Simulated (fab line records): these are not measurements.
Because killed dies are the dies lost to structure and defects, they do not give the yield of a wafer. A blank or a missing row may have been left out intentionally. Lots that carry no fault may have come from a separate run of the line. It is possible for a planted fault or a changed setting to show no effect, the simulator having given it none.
Problem report in the 8D (eight disciplines) form, filled by code + flow gf180mcu + the parts of the form that need people (team, actions taken, sign-off) are left out

## 1. PROBLEM STATEMENT
Mean of cdNm at GF_V4_CD_MEAS_14: 272.0 nm across 9 wafers in 3 lots; on wafers with no fault it is 259.3 nm (standard deviation 1.2). That is +11 standard deviations from the usual mean.
The step: target cd 260 nm.
Earliest sighting: wafer L901.1 on cdSem-02 at day 29 02:07. The record has a number at this step for 36 wafers belonging to 12 lots. Rule for "out", or "out of limits": more than 4 standard deviations from the usual mean. The other wafers with a number count as sound.

## 2. WHAT IT IS, WHAT IT ISN'T
| question                    | is                     | is not                                                                          |
|-----------------------------|------------------------|---------------------------------------------------------------------------------|
| which readings at this step | cdNm                   | -                                                                               |
| which lots                  | L901, L904, L906       | L888, L890, L892, L894, L896, L897, L905, L908, L909                            |
| which wafers of those lots  | all that have a number | -                                                                               |
| read on which gauges        | cdSem-01, cdSem-02     | -                                                                               |
| when                        | from day 29 02:07      | up to then (18 sound wafers); but 9 sound wafers of L905, L908, L909 came after |

## 3. THE SUSPECTS, EACH WITH WHAT RULES IT OUT
Counting: any tool at a process step up to the reading is kept as a suspect provided that every lot that is out went through it and no sound lot did after the first of them.
- the gauge at GF_V4_CD_MEAS_14: ruled out. The wafers that are out were read on 2 gauges (cdSem-01, cdSem-02).
- lithoTrack-02 at GF_V4_PEB_12 (peb time 90 s): kept. Every lot that is out went through it, starting with L901 (day 29 01:46), and after that it ran no sound lot; the last sound lot it ran before then is L896 (day 27 20:37). Its own readings are out on those wafers: heaterPowerTotalW, plateTempC.
The count leaves lithoTrack-02 at GF_V4_PEB_12.

## 4. THE CAUSE (what the simulator had put in)
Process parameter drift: lithoTrack-02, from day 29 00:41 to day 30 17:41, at GF_V4_PEB_12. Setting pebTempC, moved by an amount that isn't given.
After counting, this tool was the only one left.

## 5. THE EFFECT CHAIN, in route order
Each row: a reading whose mean over the struck wafers that have a number lies more than 3 standard deviations from the usual. Only readings for which the record gives a usual standard deviation are gone through. hours: the time from each lot's start at the first step in this table that gives one to its start at this step, as a median over the lots. sigmas: the change in usual standard deviations.
| hours | step             | reading           | usual    | on struck wafers | change | sigmas |
|-------|------------------|-------------------|----------|------------------|--------|--------|
| 0     | GF_V4_PEB_12     | heaterPowerTotalW | 85.69 W  | 91.16            | +5.47  | +68    |
| 0     | GF_V4_PEB_12     | plateTempC        | 134.99 C | 141.49           | +6.50  | +43    |
| 0     | GF_V4_CD_MEAS_14 | cdNm              | 259.3 nm | 272.0            | +12.7  | +11    |
It contains these process steps:
- GF_V4_PEB_12: peb time 90 s.

## 6. HOW IT WOULD HAVE BEEN CAUGHT EARLIER
In this record the first reading out of limits at a measuring or inspecting step was taken at day 29 02:07, 1 hour after the fault began at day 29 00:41.
Tool's own readings at GF_V4_PEB_12, heaterPowerTotalW, plateTempC: out on all struck wafers the step has rows for; an alarm limit on them would have tripped on the first.
Of the lots that are out (3), L904, L906 began GF_V4_PEB_12 on lithoTrack-02 after day 29 02:07. A hold on the tool at that time would have spared those 2.
